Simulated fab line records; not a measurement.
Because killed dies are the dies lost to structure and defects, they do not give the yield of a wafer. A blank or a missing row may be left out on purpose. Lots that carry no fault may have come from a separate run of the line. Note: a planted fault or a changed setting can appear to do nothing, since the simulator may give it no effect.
fab line records	flow gf180mcu	part 1 of 2: steps 1 to 33 of 46
record lots=5	wafers=15	last-day=34
route steps=602 shown HV_LDD@229 NSD@235 PSD@248 SAB@264
lots that met no fault: from a run of the same line without faults
start-h: start of the lot's first displayed wafer, in hours after the record's first day	wait-h: hours since the lot's step before	" the same as in the row above	L1.1+2: several wafers, shown together as one row	- value missing, or start not given	* or withheld: withheld	< > ~ a bound
route shown NAME@n: names a module that has steps shown in the file, with the first one's number in the route	usual: mean/standard deviation taken from wafers without a fault	same: alike in all rows	chamber/n: place in a boat	sites: readings site by site	_std_site: the standard deviation of these	_edge_site: mean of outer sites minus mean of inner sites	radius-mm: how far each site lies from the wafer's centre	mask NAME#n: copy n	behind: the last tool/chamber to shape the wafer	hold: cause of the lot's hold/its duration in hours/its outcome	device: the transistor (n, p or np) that didn't switch	end of line: the tests these same wafers got at the end of their route	step lacking rows: just its recipe	killed: dies lost to structure and defects at the first sort, not the wafer's yield	map: a wafer's dies, x killed, . not, _ none there
set.NAME: setting as actually run; set.NAME@STEP: the setting as run at that earlier step	model.NAME: the simulator's own value behind a step, which no gauge read
lots seen at some steps along the route; tables by step, rows by wafer
services: the hour from which a tool's chamber was out of use, counted from the record's first day as start-h (under 0 if before that day), plus the number of hours and why
## steps
# step GF_HV_LDD_RS_MEAS_53
# recipe thk-meas-gauge=four-point-probe
# usual HV_LDD_RS=418.2/0.85
lot.wafer	tool	chamber	start-h	wait-h	HV_LDD_RS[ohm/sq]
L085.3	film-metro-04	-	362.88	0.1	420.2
L085.5	"	-	"	"	418.5
L085.6	"	-	"	"	419.6
L086.2	film-metro-01	-	372.66	0.1	418.2
L086.3	"	-	"	"	418.1
L086.4	"	-	"	"	418.0
L087.2	film-metro-04	-	378.72	0.1	417.7
L087.3	"	-	"	"	419.2
L087.6	"	-	"	"	418.2
L091.3	film-metro-04	-	414.66	0.1	418.9
L091.5	"	-	"	"	418.5
L091.6	"	-	"	"	418.9
L097.1	film-metro-01	-	457.06	0.1	416.8
L097.5	"	-	"	"	417.9
L097.6	"	-	"	"	418.3
# step GF_HV_LDD_CVD_54
# recipe material=SiO2	target-thk-nm=10	precursor=TEOS	temp-c=680	time-s=75	pressure-mtorr=400
lot.wafer	tool	chamber	start-h	wait-h
L085.3+5+6	lpcvd-02	1	363.47	0.6
L086.2+3+4	lpcvd-02	0	372.76	0.1
L087.2+3+6	lpcvd-01	0	378.82	0.1
L091.3+5+6	lpcvd-01	1	414.74	0.1
L097.1+5+6	lpcvd-02	0	457.18	0.1
# step GF_HV_LDD_THK_MEAS_55
# recipe reads=SiO2_of_HV_LDD_CVD_54
# usual HV_LDD_CVD_54_THK=9.98/0.16
lot.wafer	tool	chamber	start-h	wait-h	HV_LDD_CVD_54_THK[nm]
L085.3	film-metro-01	-	364.51	0.0	9.84
L085.5	"	-	"	"	9.86
L085.6	"	-	"	"	9.88
L086.2	film-metro-02	-	373.79	0.0	9.92
L086.3	"	-	"	"	9.89
L086.4	"	-	"	"	9.92
L087.2	film-metro-02	-	379.85	0.0	10.33
L087.3	"	-	"	"	10.37
L087.6	"	-	"	"	10.33
L091.3	film-metro-01	-	415.78	0.0	10.21
L091.5	"	-	"	"	10.25
L091.6	"	-	"	"	10.17
L097.1	film-metro-04	-	458.20	0.0	9.97
L097.5	"	-	"	"	9.95
L097.6	"	-	"	"	10.00
# step GF_HV_LDD_CVD_56
# recipe material=Si3N4	precursor=DCS/NH3	target-thk-nm=90	temp-c=770	time-s=1543	pressure-mtorr=250
lot.wafer	tool	chamber	start-h	wait-h
L085.3+5+6	lpcvd-01	1	365.11	0.6
L086.2+3+4	lpcvd-02	0	373.84	0.0
L087.2+3+6	lpcvd-01	0	379.90	0.0
L091.3+5+6	lpcvd-01	0	415.82	0.0
L097.1+5+6	lpcvd-01	0	458.26	0.1
# step GF_HV_LDD_THK_MEAS_57
# recipe reads=Si3N4_of_HV_LDD_CVD_56
# usual HV_LDD_CVD_56_THK=90.3/1.1
lot.wafer	tool	chamber	start-h	wait-h	HV_LDD_CVD_56_THK[nm]
L085.3	film-metro-02	-	366.56	0.0	92.8
L085.5	"	-	"	"	92.9
L085.6	"	-	"	"	92.7
L086.2	film-metro-01	-	375.28	0.0	89.5
L086.3	"	-	"	"	89.9
L086.4	"	-	"	"	90.4
L087.2	film-metro-01	-	381.34	0.0	90.2
L087.3	"	-	"	"	90.8
L087.6	"	-	"	"	91.3
L091.3	film-metro-04	-	417.27	0.0	90.8
L091.5	"	-	"	"	90.3
L091.6	"	-	"	"	90.4
L097.1	film-metro-01	-	459.69	0.0	91.1
L097.5	"	-	"	"	91.2
L097.6	"	-	"	"	91.3
# step GF_HV_LDD_ETCHBACK_58
# recipe chemistry=CH3F/O2	target=Si3N4	stop-on=SiO2	source-w=400	bias-w=80	pressure-mtorr=25	ch3f-flow-sccm=40	O2_flow_sccm=30	time-s=100	target-depth-a=900
# usual O2_flow_sccm=29.99/0.085	drypump-motor-current-A=5.6/0.31	oes-product-au=0.844/0.0068	throttle-valve-pct=10.561/0.0083
lot.wafer	tool	chamber	start-h	wait-h	O2_flow_sccm	drypump-motor-current-A	oes-product-au	rf-hours-counter-h	throttle-valve-pct
L085.3	rie-diel-01	0	366.60	0.0	29.92	5.5	0.844	9	10.566
L085.5	"	3	"	"	29.88	5.8	0.862	-	10.553
L085.6	"	0	"	"	29.80	5.5	0.859	-	10.566
L086.2	rie-diel-01	0	375.33	0.0	30.06	5.5	0.843	9	10.560
L086.3	"	2	"	"	29.95	5.1	0.848	60	10.562
L086.4	"	1	"	"	30.19	5.6	0.849	21	10.553
L087.2	rie-diel-01	3	381.39	0.0	30.06	5.9	0.837	5	10.554
L087.3	"	1	"	"	30.01	5.6	0.841	21	10.567
L087.6	"	2	"	"	30.08	5.2	0.850	-	10.564
L091.3	rie-diel-03	2	417.31	0.0	30.03	5.8	0.844	32	10.560
L091.5	"	0	"	"	30.11	5.6	0.839	-	10.570
L091.6	"	3	"	"	30.09	6.1	0.856	-	10.566
L097.1	rie-diel-01	0	459.75	0.1	30.01	5.5	0.847	12	10.553
L097.5	"	1	"	"	29.89	5.6	0.847	-	10.563
L097.6	"	0	"	"	30.04	5.6	0.845	-	10.560
# step GF_NSD_DEHYDRATE_00
# recipe temp-c=200	time-s=60
lot.wafer	tool	chamber	start-h	wait-h
L085.3+5+6	litho-track-01	0	377.68	11.0
L086.2+3+4	litho-track-03	0	385.94	10.6
L087.2+3+6	litho-track-03	0	392.79	11.4
L091.3+5+6	litho-track-03	0	428.22	10.9
L097.1+5+6	litho-track-04	0	471.40	11.6
# step GF_NSD_HMDS_01
# recipe prime-time-s=60	prime-temp-c=120
lot.wafer	tool	chamber	start-h	wait-h
L085.3+5+6	litho-track-01	0	377.83	0.1
L086.2+3+4	litho-track-03	0	386.09	0.1
L087.2+3+6	litho-track-03	0	392.94	0.1
L091.3+5+6	litho-track-03	0	428.37	0.1
L097.1+5+6	litho-track-04	0	471.55	0.1
# step GF_NSD_COAT_02
# recipe resist=NOVOLAK	spin-rpm=3000	resist-thk-nm=1000
lot.wafer	tool	chamber	start-h	wait-h
L085.3+5+6	litho-track-01	0	377.98	0.1
L086.2+3+4	litho-track-03	0	386.24	0.1
L087.2+3+6	litho-track-03	0	393.09	0.1
L091.3+5+6	litho-track-03	0	428.52	0.1
L097.1+5+6	litho-track-04	0	471.70	0.1
# step GF_NSD_SOFTBAKE_03
# recipe temp-c=90	time-s=60	resist=NOVOLAK
lot.wafer	tool	chamber	start-h	wait-h
L085.3+5+6	litho-track-01	0	378.13	0.1
L086.2+3+4	litho-track-03	0	386.39	0.1
L087.2+3+6	litho-track-03	0	393.24	0.1
L091.3+5+6	litho-track-03	0	428.67	0.1
L097.1+5+6	litho-track-04	0	471.85	0.1
# step GF_NSD_EXPOSE_04
# recipe mask-id=Nplus	target-cd-nm=400	na=0.6	source-shape=conventional	sigma-outer=0.6	dose-mj=140
# usual focus-offset-nm=0.0/0.46
lot.wafer	tool	chamber	start-h	wait-h	mask	focus-offset-nm
L085.3	iline-stepper-01	0	-	-	Nplus#0	0.0
L085.5	"	0	"	"	Nplus#0	0.3
L085.6	"	0	"	"	Nplus#0	1.4
L086.2	iline-stepper-02	0	-	-	Nplus#0	0.3
L086.3	"	0	"	"	Nplus#0	-0.6
L086.4	"	0	"	"	Nplus#0	-0.3
L087.2	iline-stepper-02	0	-	-	Nplus#0	0.0
L087.3	"	0	"	"	Nplus#0	-0.7
L087.6	"	0	"	"	Nplus#0	0.3
L091.3	iline-stepper-02	0	-	-	Nplus#0	-0.3
L091.5	"	0	"	"	Nplus#0	0.3
L091.6	"	0	"	"	Nplus#0	-0.1
L097.1	iline-stepper-01	0	-	-	Nplus#0	-0.4
L097.5	"	0	"	"	Nplus#0	0.2
L097.6	"	0	"	"	Nplus#0	-0.5
# step GF_NSD_PEB_05
# recipe temp-c=withheld	time-s=*	resist=NOVOLAK
lot.wafer	tool	chamber	start-h	wait-h
L085.3+5+6	litho-track-03	0	-	-
L086.2+3+4	litho-track-01	0	-	-
L087.2+3+6	litho-track-04	0	-	-
L091.3+5+6	litho-track-04	0	-	-
L097.1+5+6	litho-track-01	0	-	-
# step GF_NSD_DEVELOP_06
# recipe develop-time-s=60	dev-temp-c=23
lot.wafer	tool	chamber	start-h	wait-h
L085.3+5+6	litho-track-03	0	389.02	0.1
L086.2+3+4	litho-track-01	0	398.25	0.1
L087.2+3+6	litho-track-04	0	404.63	0.1
L091.3+5+6	litho-track-04	0	439.85	0.1
L097.1+5+6	litho-track-01	0	483.47	0.1
# step GF_NSD_CD_MEAS_07
# recipe target-cd-nm=400
# usual cd-nm=399.8/2.1
lot.wafer	tool	chamber	start-h	wait-h	cd-nm
L085.3	cd-sem-01	-	389.16	0.1	402.1
L085.5	"	-	"	"	400.1
L085.6	"	-	"	"	400.9
L086.2	cd-sem-01	-	398.39	0.1	400.0
L086.3	"	-	"	"	399.3
L086.4	"	-	"	"	401.8
L087.2	cd-sem-02	-	404.77	0.1	398.4
L087.3	"	-	"	"	396.7
L087.6	"	-	"	"	396.1
L091.3	cd-sem-02	-	439.99	0.1	398.2
L091.5	"	-	"	"	398.8
L091.6	"	-	"	"	397.4
L097.1	cd-sem-02	-	483.62	0.1	400.6
L097.5	"	-	"	"	400.3
L097.6	"	-	"	"	402.2
# step GF_NSD_OVL_MEAS_08
# usual NSD_OVL=0.2/1.3
lot.wafer	tool	chamber	start-h	wait-h	NSD_OVL[nm]
L085.3	overlay-01	-	389.25	0.1	0.2
L085.5	"	-	"	"	-1.0
L085.6	"	-	"	"	0.1
L086.2	overlay-01	-	398.50	0.1	-2.4
L086.3	"	-	"	"	-0.6
L086.4	"	-	"	"	-2.0
L087.2	overlay-01	-	404.88	0.1	-3.0
L087.3	"	-	"	"	-2.0
L087.6	"	-	"	"	-0.7
L091.3	overlay-02	-	440.09	0.1	-0.2
L091.5	"	-	"	"	0.9
L091.6	"	-	"	"	-0.4
L097.1	overlay-01	-	483.74	0.1	1.7
L097.5	"	-	"	"	1.0
L097.6	"	-	"	"	-1.4
# step GF_NSD_IMPLANT_09
# recipe species=As	energy-kev=60	dose-cm2=4e+15	tilt-deg=7
lot.wafer	tool	chamber	start-h	wait-h
L085.3+5+6	implanter-03	0	389.32	0.1
L086.2+3+4	implanter-03	0	398.56	0.0
L087.2+3+6	implanter-01	0	404.93	0.0
L091.3+5+6	implanter-01	0	440.16	0.1
L097.1+5+6	implanter-03	0	483.78	0.0
# step GF_NSD_IMPLANT_10
# recipe species=P	energy-kev=40	dose-cm2=5e+14	tilt-deg=7
lot.wafer	tool	chamber	start-h	wait-h
L085.3+5+6	implanter-03	0	389.47	0.1
L086.2+3+4	implanter-03	0	398.71	0.1
L087.2+3+6	implanter-01	0	405.08	0.1
L091.3+5+6	implanter-01	0	440.31	0.1
L097.1+5+6	implanter-03	0	483.93	0.1
# step GF_NSD_STRIP_11
# recipe chemistry=O2/N2	power-w=1400	pressure-mtorr=1500	platen-temp-c=250	o2-flow-sccm=3000	n2-flow-sccm=300	overash-fraction=0.5
# usual drypump-motor-current-A=5.7/0.4	heater-power-w=330/29	oes-product-au=0.487/0.0047	strip-time-to-endpoint-s=22.96/0.045
lot.wafer	tool	chamber	start-h	wait-h	drypump-motor-current-A	heater-power-w	oes-product-au	rf-hours-counter-h	strip-time-to-endpoint-s
L085.3	plasma-asher-01	1	389.61	0.1	4.9	287	0.485	-	22.99
L085.5	"	0	"	"	6.2	314	0.489	-	23.00
L085.6	"	1	"	"	4.9	281	0.492	-	23.00
L086.2	plasma-asher-04	1	398.83	0.1	5.8	347	0.492	60	22.98
L086.3	"	1	"	"	5.7	339	0.487	-	22.98
L086.4	"	0	"	"	5.8	358	0.491	-	22.96
L087.2	plasma-asher-04	0	405.21	0.1	5.9	353	0.489	60	22.92
L087.3	"	0	"	"	5.8	357	0.487	-	22.95
L087.6	"	0	"	"	5.8	359	0.487	-	22.95
L091.3	plasma-asher-04	1	440.44	0.1	5.7	345	0.490	-	22.88
L091.5	"	0	"	"	5.8	358	0.486	-	22.85
L091.6	"	1	"	"	5.7	357	0.493	-	22.87
L097.1	plasma-asher-03	1	484.08	0.1	5.7	365	0.495	37	22.93
L097.5	"	0	"	"	5.7	335	0.486	-	22.98
L097.6	"	1	"	"	5.7	378	0.485	-	22.97
# step GF_NSD_TW_MEAS_12
# usual NSD_TW=4223/25
lot.wafer	tool	chamber	start-h	wait-h	NSD_TW
L085.3	film-metro-03	-	389.69	0.1	4218
L085.5	"	-	"	"	4180
L085.6	"	-	"	"	4202
L086.2	film-metro-03	-	398.94	0.1	4205
L086.3	"	-	"	"	4200
L086.4	"	-	"	"	4193
L087.2	film-metro-03	-	405.32	0.1	4209
L087.3	"	-	"	"	4207
L087.6	"	-	"	"	4178
L091.3	film-metro-02	-	440.53	0.1	4244
L091.5	"	-	"	"	4273
L091.6	"	-	"	"	4240
L097.1	film-metro-02	-	484.18	0.1	4239
L097.5	"	-	"	"	4258
L097.6	"	-	"	"	4233
# step GF_PSD_DEHYDRATE_00
# recipe temp-c=200	time-s=60
lot.wafer	tool	chamber	start-h	wait-h
L085.3+5+6	litho-track-01	0	400.97	11.3
L086.2+3+4	litho-track-04	0	409.88	10.9
L087.2+3+6	litho-track-01	0	416.90	11.6
L091.3+5+6	litho-track-01	0	452.07	11.5
L097.1+5+6	litho-track-04	0	495.45	11.3
# step GF_PSD_HMDS_01
# recipe prime-time-s=60	prime-temp-c=120
lot.wafer	tool	chamber	start-h	wait-h
L085.3+5+6	litho-track-01	0	401.12	0.1
L086.2+3+4	litho-track-04	0	410.03	0.1
L087.2+3+6	litho-track-01	0	417.05	0.1
L091.3+5+6	litho-track-01	0	452.22	0.1
L097.1+5+6	litho-track-04	0	495.60	0.1
# step GF_PSD_COAT_02
# recipe resist=NOVOLAK	spin-rpm=3000	resist-thk-nm=1000
lot.wafer	tool	chamber	start-h	wait-h
L085.3+5+6	litho-track-01	0	401.27	0.1
L086.2+3+4	litho-track-04	0	410.18	0.1
L087.2+3+6	litho-track-01	0	417.20	0.1
L091.3+5+6	litho-track-01	0	452.37	0.1
L097.1+5+6	litho-track-04	0	495.75	0.1
# step GF_PSD_SOFTBAKE_03
# recipe temp-c=90	time-s=60	resist=NOVOLAK
lot.wafer	tool	chamber	start-h	wait-h
L085.3+5+6	litho-track-01	0	401.42	0.1
L086.2+3+4	litho-track-04	0	410.33	0.1
L087.2+3+6	litho-track-01	0	417.35	0.1
L091.3+5+6	litho-track-01	0	452.52	0.1
L097.1+5+6	litho-track-04	0	495.90	0.1
# step GF_PSD_EXPOSE_04
# recipe mask-id=Pplus	target-cd-nm=400	na=0.6	source-shape=conventional	sigma-outer=0.6	dose-mj=140
# usual focus-offset-nm=0.0/0.49
lot.wafer	tool	chamber	start-h	wait-h	mask	focus-offset-nm
L085.3	iline-stepper-01	0	-	-	Pplus#0	0.1
L085.5	"	0	"	"	Pplus#0	-0.4
L085.6	"	0	"	"	Pplus#0	-0.6
L086.2	iline-stepper-02	0	-	-	Pplus#0	0.2
L086.3	"	0	"	"	Pplus#0	-0.5
L086.4	"	0	"	"	Pplus#0	0.2
L087.2	iline-stepper-01	0	-	-	Pplus#0	0.1
L087.3	"	0	"	"	Pplus#0	0.6
L087.6	"	0	"	"	Pplus#0	0.4
L091.3	iline-stepper-01	0	-	-	Pplus#0	0.3
L091.5	"	0	"	"	Pplus#0	0.5
L091.6	"	0	"	"	Pplus#0	0.0
L097.1	iline-stepper-02	0	-	-	Pplus#0	0.1
L097.5	"	0	"	"	Pplus#0	0.8
L097.6	"	0	"	"	Pplus#0	0.4
# step GF_PSD_PEB_05
# recipe temp-c=withheld	time-s=*	resist=NOVOLAK
lot.wafer	tool	chamber	start-h	wait-h
L085.3+5+6	litho-track-01	0	-	-
L086.2+3+4	litho-track-01	0	-	-
L087.2+3+6	litho-track-04	0	-	-
L091.3+5+6	litho-track-04	0	-	-
L097.1+5+6	litho-track-02	0	-	-
# step GF_PSD_DEVELOP_06
# recipe develop-time-s=60	dev-temp-c=23
lot.wafer	tool	chamber	start-h	wait-h
L085.3+5+6	litho-track-01	0	413.22	0.1
L086.2+3+4	litho-track-01	0	422.15	0.1
L087.2+3+6	litho-track-04	0	428.73	0.1
L091.3+5+6	litho-track-04	0	463.65	0.1
L097.1+5+6	litho-track-02	0	506.98	0.1
# step GF_PSD_CD_MEAS_07
# recipe target-cd-nm=400
# usual cd-nm=399.7/2.3
lot.wafer	tool	chamber	start-h	wait-h	cd-nm
L085.3	cd-sem-02	-	413.36	0.1	398.6
L085.5	"	-	"	"	398.2
L085.6	"	-	"	"	398.8
L086.2	cd-sem-02	-	422.29	0.1	401.7
L086.3	"	-	"	"	399.6
L086.4	"	-	"	"	399.4
L087.2	cd-sem-02	-	428.87	0.1	399.5
L087.3	"	-	"	"	402.4
L087.6	"	-	"	"	401.6
L091.3	cd-sem-02	-	463.79	0.1	400.3
L091.5	"	-	"	"	397.1
L091.6	"	-	"	"	400.7
L097.1	cd-sem-01	-	507.13	0.1	399.3
L097.5	"	-	"	"	396.8
L097.6	"	-	"	"	398.2
# step GF_PSD_OVL_MEAS_08
# usual PSD_OVL=1.0/1.2
lot.wafer	tool	chamber	start-h	wait-h	PSD_OVL[nm]
L085.3	overlay-02	-	413.46	0.1	2.0
L085.5	"	-	"	"	1.5
L085.6	"	-	"	"	2.1
L086.2	overlay-02	-	422.40	0.1	0.4
L086.3	"	-	"	"	1.1
L086.4	"	-	"	"	0.1
L087.2	overlay-01	-	428.98	0.1	2.1
L087.3	"	-	"	"	1.9
L087.6	"	-	"	"	2.4
L091.3	overlay-01	-	463.88	0.1	1.1
L091.5	"	-	"	"	-0.9
L091.6	"	-	"	"	1.8
L097.1	overlay-01	-	507.25	0.1	-1.9
L097.5	"	-	"	"	1.2
L097.6	"	-	"	"	0.5
# step GF_PSD_IMPLANT_09
# recipe species=BF2	energy-kev=40	dose-cm2=1.5e+15	tilt-deg=7
lot.wafer	tool	chamber	start-h	wait-h
L085.3+5+6	implanter-01	0	413.53	0.1
L086.2+3+4	implanter-01	0	422.46	0.0
L087.2+3+6	implanter-01	0	429.03	0.0
L091.3+5+6	implanter-03	0	463.96	0.1
L097.1+5+6	implanter-01	0	507.29	0.0
# step GF_PSD_STRIP_10
# recipe chemistry=O2/N2	power-w=1400	pressure-mtorr=1500	platen-temp-c=250	o2-flow-sccm=3000	n2-flow-sccm=300	overash-fraction=0.5
# usual drypump-motor-current-A=5.70/0.11	heater-power-w=347/13	oes-product-au=0.592/0.0048	strip-time-to-endpoint-s=16.55/0.045
lot.wafer	tool	chamber	start-h	wait-h	drypump-motor-current-A	heater-power-w	oes-product-au	rf-hours-counter-h	strip-time-to-endpoint-s
L085.3	plasma-asher-02	1	413.66	0.1	5.78	345	0.582	-	16.60
L085.5	"	0	"	"	5.52	337	0.593	-	16.64
L085.6	"	1	"	"	5.78	357	0.593	-	16.68
L086.2	plasma-asher-03	0	422.58	0.1	5.72	336	0.599	31	16.49
L086.3	"	1	"	"	5.73	371	0.593	-	16.51
L086.4	"	0	"	"	5.72	341	0.591	-	16.53
L087.2	plasma-asher-03	0	429.16	0.1	5.74	341	0.591	32	16.64
L087.3	"	1	"	"	5.71	365	0.594	-	16.60
L087.6	"	0	"	"	5.73	330	0.595	-	16.62
L091.3	plasma-asher-02	1	464.09	0.1	5.82	352	0.595	-	16.54
L091.5	"	0	"	"	5.51	336	0.593	-	16.57
L091.6	"	1	"	"	5.80	355	0.598	-	16.56
L097.1	plasma-asher-02	0	507.44	0.1	5.52	331	0.594	92	16.50
L097.5	"	0	"	"	5.54	334	0.600	-	16.52
L097.6	"	1	"	"	5.81	347	0.593	-	16.47
# step GF_PSD_TW_MEAS_11
# usual PSD_TW=3149/18
lot.wafer	tool	chamber	start-h	wait-h	PSD_TW
L085.3	film-metro-04	-	413.75	0.1	3139
L085.5	"	-	"	"	3148
L085.6	"	-	"	"	3144
L086.2	film-metro-04	-	422.69	0.1	3116
L086.3	"	-	"	"	3127
L086.4	"	-	"	"	3134
L087.2	film-metro-03	-	429.27	0.1	3173
L087.3	"	-	"	"	3149
L087.6	"	-	"	"	3162
L091.3	film-metro-04	-	464.18	0.1	3151
L091.5	"	-	"	"	3166
L091.6	"	-	"	"	3157
L097.1	film-metro-03	-	507.54	0.1	3163
L097.5	"	-	"	"	3157
L097.6	"	-	"	"	3157
# step GF_PSD_CLEAN_12
# recipe chemistry=SC1/SC2	mix=1:4:20	temp-c=70	time-s=150	dry=n2-spin
lot.wafer	tool	chamber	start-h	wait-h
L085.3+5+6	wet-bench-02	3	413.79	0.0
L086.2+3+4	wet-bench-02	2	422.74	0.0
L087.2+3+6	wet-bench-04	0	429.32	0.0
L091.3+5+6	wet-bench-04	1	464.22	0.0
L097.1+5+6	wet-bench-03	3	507.60	0.1
# step GF_PSD_RTA_13
# recipe temp-c=1025	time-s=20	ambient=N2
# usual lamp-power-pct=33.0/1.8	wafer_temp_C_max=1028.8/0.98
lot.wafer	tool	chamber	start-h	wait-h	lamp-power-pct	wafer_temp_C_max
L085.3	rtp-anneal-01	0	413.87	0.0	34.4	1028.6
L085.5	"	0	"	"	34.3	1029.0
L085.6	"	0	"	"	34.4	1027.1
L086.2	rtp-anneal-02	0	422.80	0.0	30.4	1029.8
L086.3	"	0	"	"	30.4	1029.0
L086.4	"	0	"	"	30.5	1029.5
L087.2	rtp-anneal-02	0	429.38	0.0	30.4	1030.1
L087.3	"	0	"	"	30.5	1030.2
L087.6	"	0	"	"	30.4	1029.7
L091.3	rtp-anneal-01	0	464.36	0.0	34.3	1029.2
L091.5	"	0	"	"	34.3	1029.9
L091.6	"	0	"	"	34.3	1028.8
L097.1	rtp-anneal-02	0	507.65	0.0	30.5	1030.1
L097.5	"	0	"	"	30.5	1028.9
L097.6	"	0	"	"	30.4	1028.6
